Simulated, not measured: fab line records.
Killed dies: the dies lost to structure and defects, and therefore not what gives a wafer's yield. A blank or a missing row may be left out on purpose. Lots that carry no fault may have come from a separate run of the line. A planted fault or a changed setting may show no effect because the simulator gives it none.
Comparing a struck lot with a sound one -- flow sky130 -- 21 out of 708 route steps
Sound: wafers L403.1, L403.4, L403.5. Wafers L416.2, L416.3, L416.4 were the ones struck. At the end, the cause is stated.
At each step with rows: each side's tool, then ch and its chambers, then its first start. Under that, the readings that differ: sound wafers -- struck wafers -- difference of the means -- sigmas: that difference in standard deviations of wafers without a fault.
alike: readings whose means differ by less than 2 such deviations, and words and numbers that are the same on both sides. not compared: withheld readings, readings that some wafer has no value for, bounds like >300 that may hide the same value, and numbers for which the record gives no deviation and whose values overlap.
The two part at a step that has a row with sigmas, a row that says differs or no value, or rows on one side only. Non-overlapping numbers with no deviation appear without sigmas and do not part them. Lack of a reading on every wafer of one side parts them only where that side has two or more wafers.

SKY_SONOS_ONO_CD_MEAS_13 targets a cd of 410 nm.
  struck on cd sem-01, day 17 21:35; sound on cd sem-01, day 13 01:01
  alike: cd nm
SKY_SONOS_ONO_OVL_MEAS_14:
  struck on overlay-01, day 17 21:41; sound on overlay-02, day 13 01:08
  alike: SONOS_ONO_OVL
SKY_SONOS_ONO_ETCH_15: etches the open film in CHF3/O2, target depth 19.52 nm, time 7.8 s.
  sound on rie diel-04 ch 1,2,3, day 13 01:10; struck on rie diel-04 ch 0,2,3, day 17 21:43
  alike: drypump motor current A, oes product au, rf fwd power W, throttle valve pct
  not compared: rf hours counter h
then, 1 step without rows for these wafers: SKY_SONOS_ONO_WET_ETCH_16 (etches SiO2 in dHF, target depth 14 nm, time 280 s).
SKY_SONOS_ONO_STRIP_17: strips in O2/N2.
  sound on plasma asher-04 ch 0,1, day 13 01:17; struck on plasma asher-04 ch 0,1, day 17 21:49
reading,sound,struck,difference,sigmas
strip time to endpoint s (s),14.09 14.07 14.10,14.15 14.17 14.15,+0.07,+2
  alike: drypump motor current A, oes product au
  not compared: rf hours counter h
then, 3 steps without rows for these wafers: SKY_SONOS_ONO_WET_ETCH_18 (etches Si3N4 in H3PO4, target depth 15 nm, time 172 s); SKY_GATE_OXIDE_CLEAN_00 (cleans in SC1/SC2, time 150 s); SKY_GATE_OXIDE_OXIDATION_01 (stabilise 600 s, purge 300 s, target thk 10.268 nm).
SKY_GATE_OXIDE_THK_MEAS_02:
  struck on film metro-02, day 17 23:49; sound on film metro-03, day 13 02:54
  alike: GATE_OXIDE_OXIDATION_00_THK
then, 3 steps without rows for these wafers: SKY_GATE_OXIDE_DEHYDRATE_03 (time 60 s); SKY_GATE_OXIDE_HMDS_04 (prime time 60 s); SKY_GATE_OXIDE_COAT_05 (resist thk 1140 nm).
SKY_GATE_OXIDE_SOFTBAKE_06: time 60 s.
  sound on litho track-04 ch 0, day 13 15:26; struck on litho track-03 ch 0, day 18 14:17
reading,sound,struck,difference,sigmas
heater power total W (W),56.53 56.58 56.55,64.81 64.88 64.84,+8.29,+99 or more
plate temp C (C),90.01 89.95 90.13,- - -,no value on the struck wafers,
run length s (s),89.09 89.08 89.06,68.77 68.76 69.03,-20.22,-99 or more
then, 2 steps without rows for these wafers: SKY_GATE_OXIDE_EXPOSE_07 (exposes mask LVOM, target cd 600 nm); SKY_GATE_OXIDE_PEB_08.
SKY_GATE_OXIDE_DEVELOP_09: develop time 60 s.
  sound on litho track-04 ch 0, day 14 03:56; struck on litho track-01 ch 0, day 19 05:23
reading,sound,struck,difference,sigmas
model.NOVOLAK_of_GATE_OXIDE_COAT_05.thk nm (nm),1144 1139 1142,1154 1155 1155,+13,
SKY_GATE_OXIDE_OVL_MEAS_10:
  struck on overlay-01, day 19 05:31; sound on overlay-02, day 14 04:05
  alike: GATE_OXIDE_OVL
then, 2 steps without rows for these wafers: SKY_GATE_OXIDE_IMPLANT_11; SKY_GATE_OXIDE_WET_ETCH_12 (etches SiO2 in dHF, target depth 16.8 nm, time 336 s).
SKY_GATE_OXIDE_STRIP_13: strips in O2/N2.
  sound on plasma asher-01 ch 1, day 14 04:23; struck on plasma asher-03 ch 0,1, day 19 05:49
reading,sound,struck,difference,sigmas
strip time to endpoint s (s),14.24 14.16 14.19,14.32 14.31 14.31,+0.12,+3
  alike: drypump motor current A, oes product au
  not compared: rf hours counter h
SKY_GATE_OXIDE_TW_MEAS_14:
  struck on film metro-02, day 19 05:55; sound on film metro-04, day 14 04:29
  alike: GATE_OXIDE_TW

== WHERE THEY PART ==
Earliest at SKY_SONOS_ONO_STRIP_17; latest, in this record, at SKY_GATE_OXIDE_STRIP_13. Later steps at which nothing parts them and some readings are alike: SKY_GATE_OXIDE_TW_MEAS_14.

WHY: whatever the simulator had introduced
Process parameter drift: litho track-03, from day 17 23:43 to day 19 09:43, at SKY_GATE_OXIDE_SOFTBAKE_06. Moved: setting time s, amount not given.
